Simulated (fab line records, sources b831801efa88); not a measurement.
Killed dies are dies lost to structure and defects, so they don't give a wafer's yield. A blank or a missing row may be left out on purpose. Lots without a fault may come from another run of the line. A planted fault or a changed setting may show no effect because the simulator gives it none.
A struck lot beside a sound one | flow sky130 | 43 steps out of a route of 708
Sound: wafers L747.3, L747.5, L747.6. Struck: wafers L755.1, L755.4, L755.6. The cause comes at the end.
At each step with rows: each side's tool, then ch and its chambers, then its first start. Under that, the readings that differ: sound wafers | struck wafers | difference of the means | sigmas: that difference in standard deviations of wafers without a fault.
alike: readings whose means differ by less than 2 such deviations, and words and numbers that are the same on both sides. not compared: withheld readings, readings that some wafer has no value for, bounds like >300 that may hide the same value, and numbers for which the record gives no deviation and whose values overlap.
The two part at a step that has a row with sigmas, a row that says differs or no value, or rows on one side only. Numbers that don't overlap but have no deviation are shown without sigmas and don't part them. A reading that every wafer of one side lacks parts them only if that side has two wafers or more.

SKY_VT_ADJUST_LVTN_OVL_MEAS_07:
  sound on overlay-02, day 6 23:12; struck on overlay-01, day 9 05:52
  alike: VT_ADJUST_LVTN_OVL
then, 1 step without rows for these wafers: SKY_VT_ADJUST_LVTN_IMPLANT_08.
SKY_VT_ADJUST_LVTN_STRIP_09: strips in O2/N2.
  sound on plasma_asher-01 ch 0,1, day 6 23:25; struck on plasma_asher-03 ch 0, day 9 06:04
  reading                     | sound       | struck      | difference | sigmas
  drypump_motor_current_A (A) | 6.1 6.6 6.1 | 4.9 4.9 4.9 | -1.4       | -2
  alike: oes_product_au, strip_time_to_endpoint_s
  not compared: rf_hours_counter_h
SKY_VT_ADJUST_LVTN_TW_MEAS_10:
  sound on film_metro-04, day 6 23:30; struck on film_metro-01, day 9 06:10
  alike: VT_ADJUST_LVTN_TW
then, 7 steps without rows for these wafers: SKY_VT_ADJUST_LVTN_DEHYDRATE_11 (time 60 s); SKY_VT_ADJUST_LVTN_HMDS_12 (prime time 60 s); SKY_VT_ADJUST_LVTN_COAT_13 (resist thk 1140 nm); SKY_VT_ADJUST_LVTN_SOFTBAKE_14 (time 60 s); SKY_VT_ADJUST_LVTN_EXPOSE_15 (exposes mask HVN STD DERIVED, target cd 600 nm); SKY_VT_ADJUST_LVTN_PEB_16; SKY_VT_ADJUST_LVTN_DEVELOP_17 (develop time 60 s).
SKY_VT_ADJUST_LVTN_OVL_MEAS_18:
  sound on overlay-01, day 7 19:07; struck on overlay-01, day 10 03:24
  alike: VT_ADJUST_LVTN_01_OVL
SKY_VT_ADJUST_LVTN_IMPLANT_19:
  sound on implanter-03 ch 0, day 7 19:11; struck on implanter-04 ch 0, day 10 03:26
  alike: end_station_pressure_torr
SKY_VT_ADJUST_LVTN_STRIP_20: strips in O2/N2.
  sound on plasma_asher-02 ch 0,1, day 7 19:19; struck on plasma_asher-03 ch 0,1, day 10 03:35
  alike: drypump_motor_current_A, oes_product_au, strip_time_to_endpoint_s
  not compared: rf_hours_counter_h
SKY_VT_ADJUST_LVTN_TW_MEAS_21:
  sound on film_metro-01, day 7 19:25; struck on film_metro-03, day 10 03:41
  reading             | sound             | struck            | difference | sigmas
  VT_ADJUST_LVTN_2_TW | 188.0 189.9 187.7 | 186.5 187.2 186.3 | -1.9       | -2
then, 7 steps without rows for these wafers: SKY_VT_ADJUST_NCORE_DEHYDRATE_00 (time 60 s); SKY_VT_ADJUST_NCORE_HMDS_01 (prime time 60 s); SKY_VT_ADJUST_NCORE_COAT_02 (resist thk 1140 nm); SKY_VT_ADJUST_NCORE_SOFTBAKE_03 (time 60 s); SKY_VT_ADJUST_NCORE_EXPOSE_04 (exposes mask LVTN COMPLEMENT THIN, target cd 380 nm); SKY_VT_ADJUST_NCORE_PEB_05; SKY_VT_ADJUST_NCORE_DEVELOP_06 (develop time 60 s).
SKY_VT_ADJUST_NCORE_CD_MEAS_07: target cd 380 nm.
  sound on cd_sem-02, day 8 15:59; struck on cd_sem-01, day 11 02:47
  alike: cd_nm
SKY_VT_ADJUST_NCORE_OVL_MEAS_08:
  sound on overlay-02, day 8 16:05; struck on overlay-02, day 11 02:55
  alike: VT_ADJUST_NCORE_OVL
then, 1 step without rows for these wafers: SKY_VT_ADJUST_NCORE_IMPLANT_09.
SKY_VT_ADJUST_NCORE_STRIP_10: strips in O2/N2.
  sound on plasma_asher-04 ch 0,1, day 8 16:17; struck on plasma_asher-03 ch 0,1, day 11 03:06
  reading               | sound             | struck            | difference | sigmas
  oes_product_au (a.u.) | 0.707 0.713 0.706 | 0.722 0.717 0.721 | +0.011     | +2
  alike: drypump_motor_current_A, strip_time_to_endpoint_s
  not compared: rf_hours_counter_h
SKY_VT_ADJUST_NCORE_TW_MEAS_11:
  sound on film_metro-04, day 8 16:22; struck on film_metro-03, day 11 03:12
  alike: VT_ADJUST_NCORE_TW
then, 7 steps without rows for these wafers: SKY_VT_ADJUST_HVTR_DEHYDRATE_00 (time 60 s); SKY_VT_ADJUST_HVTR_HMDS_01 (prime time 60 s); SKY_VT_ADJUST_HVTR_COAT_02 (resist thk 1140 nm); SKY_VT_ADJUST_HVTR_SOFTBAKE_03 (time 60 s); SKY_VT_ADJUST_HVTR_EXPOSE_04 (exposes mask HVTRM, target cd 380 nm); SKY_VT_ADJUST_HVTR_PEB_05; SKY_VT_ADJUST_HVTR_DEVELOP_06 (develop time 60 s).
SKY_VT_ADJUST_HVTR_CD_MEAS_07: target cd 380 nm.
  sound on cd_sem-01, day 9 13:02; struck on cd_sem-02, day 12 03:07
  alike: cd_nm
SKY_VT_ADJUST_HVTR_OVL_MEAS_08:
  sound on overlay-01, day 9 13:08; struck on overlay-01, day 12 03:14
  alike: VT_ADJUST_HVTR_OVL
then, 1 step without rows for these wafers: SKY_VT_ADJUST_HVTR_IMPLANT_09.
SKY_VT_ADJUST_HVTR_STRIP_10: strips in O2/N2.
  sound on plasma_asher-03 ch 0,1, day 9 13:20; struck on plasma_asher-03 ch 0,1, day 12 03:25
  alike: drypump_motor_current_A, oes_product_au, strip_time_to_endpoint_s
  not compared: rf_hours_counter_h
SKY_VT_ADJUST_HVTR_TW_MEAS_11:
  sound on film_metro-03, day 9 13:25; struck on film_metro-01, day 12 03:31
  reading           | sound             | struck            | difference | sigmas
  VT_ADJUST_HVTR_TW | 209.9 209.1 209.8 | 212.5 212.9 212.5 | +3.0       | +3
then, 3 steps without rows for these wafers: SKY_VT_ADJUST_PCH_DEHYDRATE_00 (time 60 s); SKY_VT_ADJUST_PCH_HMDS_01 (prime time 60 s); SKY_VT_ADJUST_PCH_COAT_02 (resist thk 3000 nm).
-- the record jumps here: 36 days lie between the struck wafers' starts before and after (it left off in module VT_ADJUST_PCH and takes up again in module PAD_OPEN, whose first step shown is number 708 of the route) --
SKY_PAD_OPEN_PROBE_99:
  sound on prober-01, day 45 21:58; struck on prober-01, day 48 02:26
  reading                               | sound                   | struck                  | difference | sigmas
  model.etest.nfet_g5v0d10v5.vt_v_range | 0.01227 0.01569 0.01122 | 0.02469 0.02659 0.01968 | +0.01059   |
  alike: killed_at_M0_to_M3, killed_at_M4_up, killed_at_contacts, killed_at_front_end, killed_at_other, killed_dies, killed_open, killed_short

WHERE THEY PART
First at SKY_VT_ADJUST_LVTN_STRIP_09; last, within this record, at SKY_VT_ADJUST_HVTR_TW_MEAS_11. Later steps at which nothing parts them and some readings are alike: SKY_PAD_OPEN_PROBE_99.

WHY: what the simulator had put in
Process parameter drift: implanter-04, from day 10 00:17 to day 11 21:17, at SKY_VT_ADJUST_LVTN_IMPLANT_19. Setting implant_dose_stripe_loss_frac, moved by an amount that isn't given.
